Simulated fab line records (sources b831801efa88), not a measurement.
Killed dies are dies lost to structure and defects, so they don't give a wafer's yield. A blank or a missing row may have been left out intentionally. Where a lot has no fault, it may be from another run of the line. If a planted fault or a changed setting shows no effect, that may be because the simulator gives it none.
Chamber matching / flow sky130 / SKY_CONTACT_CMP_04 on cmp-01: 4 sister chambers
The step polishes SiO2. 7 wafers are shown with their chamber, then 8 later ones without.

## WAFERS PAIRED WITH THEIR CHAMBERS
wafer=L758.1; chamber=3; motor current A (A)=11.2; time to endpoint s (s)=75
wafer=L766.1; chamber=1; motor current A (A)=10.6; time to endpoint s (s)=78
wafer=L766.3; chamber=0; motor current A (A)=12.8; time to endpoint s (s)=76
wafer=L767.2; chamber=2; motor current A (A)=10.8; time to endpoint s (s)=79
wafer=L767.3; chamber=1; motor current A (A)=11.1; time to endpoint s (s)=72
wafer=L767.6; chamber=2; motor current A (A)=10.6; time to endpoint s (s)=77
wafer=L768.4; chamber=0; motor current A (A)=12.8; time to endpoint s (s)=77

## WAFERS WITHOUT THEIR CHAMBER
wafer=L768.5; motor current A (A)=11.1; time to endpoint s (s)=78
wafer=L768.6; motor current A (A)=12.2; time to endpoint s (s)=75
wafer=L769.3; motor current A (A)=11.1; time to endpoint s (s)=79
wafer=L769.4; motor current A (A)=10.8; time to endpoint s (s)=86
wafer=L769.6; motor current A (A)=10.7; time to endpoint s (s)=80
wafer=L770.2; motor current A (A)=11.3; time to endpoint s (s)=82
wafer=L770.3; motor current A (A)=10.3; time to endpoint s (s)=76
wafer=L770.5; motor current A (A)=12.5; time to endpoint s (s)=81

## EACH ONE'S CHAMBER
wafer=L768.5; from the rows above=can't be placed: 3 or 1 or 2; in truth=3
wafer=L768.6; from the rows above=can't be placed: 0 or 3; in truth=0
wafer=L769.3; from the rows above=can't be placed: 3 or 2 or 1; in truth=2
wafer=L769.4; from the rows above=can't be placed: 2 or 1 or 3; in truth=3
wafer=L769.6; from the rows above=can't be placed: 2 or 1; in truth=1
wafer=L770.2; from the rows above=can't be placed: 3 or 2 or 1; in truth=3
wafer=L770.3; from the rows above=can't be placed: 2 or 1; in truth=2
wafer=L770.5; from the rows above=0; in truth=0
Correctly placed: 1 of 8. Can't be placed from these rows: 7 (the true chamber is among the candidates in 7). Number placed wrongly: 0.
How it was worked out, from the rows above alone: a wafer's distance from a chamber is the root of the sum, over the readings, of the square of ((its reading less the chamber's mean) divided by the reading's scatter). The wafer belongs to the nearest chamber; if the next one is less than 2 further off, it can't be placed. Each chamber's mean is taken over the wafers shown for it. The scatter is the square root of a quotient: the sum, over the shown wafers, of each reading's squared deviation from its chamber's mean, divided by wafers minus chambers.
